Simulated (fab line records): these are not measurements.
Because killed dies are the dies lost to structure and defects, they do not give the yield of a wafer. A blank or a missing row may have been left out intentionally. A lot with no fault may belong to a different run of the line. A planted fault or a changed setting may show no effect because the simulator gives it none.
Matching of chambers | flow sky130 | cmp-01 running SKY_CONTACT_CMP_04: 4 sister chambers
The step polishes SiO2. 14 wafers are shown with their chamber, then 7 later ones without.

WAFERS PAIRED WITH THEIR CHAMBERS
wafer  | chamber | motor current A (A) | edge zone pressure frac | time to endpoint s (s)
L567.1 | 2       | 12.2                | 0.997                   | 87
L567.4 | 0       | 10.1                | 0.998                   | 85
L567.6 | 2       | 13.0                | 1.002                   | 86
L570.1 | 0       | 9.8                 | 1.003                   | 80
L570.4 | 1       | 12.4                | 1.001                   | 86
L570.5 | 1       | 12.4                | 1.001                   | 83
L574.2 | 1       | 12.5                | 1.000                   | 83
L574.5 | 0       | 10.0                | 0.992                   | 79
L574.6 | 1       | 12.1                | 1.002                   | 79
L586.1 | 1       | 12.2                | 1.002                   | 86
L586.3 | 3       | 12.5                | 0.996                   | 85
L586.6 | 2       | 12.0                | 1.003                   | 84
L587.1 | 1       | 12.2                | 1.006                   | 83
L587.4 | 3       | 13.0                | 0.991                   | 85

SIGNATURES (means of the wafers above)
reading                 | chamber 0 | chamber 1 | chamber 2 | chamber 3 | scatter within a chamber
motor current A         | 9.967     | 12.300    | 12.400    | 12.750    | 0.292
edge zone pressure frac | 0.99767   | 1.00200   | 1.00067   | 0.99350   | 0.0034
time to endpoint s      | 81.33     | 83.33     | 85.67     | 85.00     | 2.42
Rule: for a wafer and a chamber, the distance is found by dividing, reading by reading, the gap between the wafer's reading and the chamber's mean by the reading's scatter, squaring, summing and taking the root. The wafer belongs to the nearest chamber; if the next one is less than 2 further off, it can't be placed. How the scatter is found: for the shown wafers, subtract from each reading the mean of its chamber, square and add these, divide the total by (wafers less chambers), then take the root.

WAFERS WHOSE CHAMBER IS MISSING
wafer  | motor current A (A) | edge zone pressure frac | time to endpoint s (s)
L587.6 | 12.8                | 0.999                   | 86
L588.2 | 12.6                | 0.999                   | 82
L588.3 | 12.2                | 1.003                   | 83
L588.6 | 10.3                | 1.002                   | 82
L589.1 | 12.1                | 0.997                   | 87
L589.5 | 11.7                | 1.007                   | 84
L589.6 | 11.5                | 1.001                   | 86

CHAMBER TAKEN BY EACH
wafer  | from the rows above          | in truth
L587.6 | can't be placed: 2 or 3 or 1 | 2
L588.2 | can't be placed: 1 or 2 or 3 | 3
L588.3 | can't be placed: 1 or 2      | 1
L588.6 | 0                            | 0
L589.1 | can't be placed: 2 or 1 or 3 | 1
L589.5 | can't be placed: 1 or 2      | 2
L589.6 | can't be placed: 1 or 2 or 3 | 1
Correct placement for 1 of the 7. Cannot be placed on the basis of these rows: 6; the candidates contain the true chamber in 6. 0 placed wrongly.
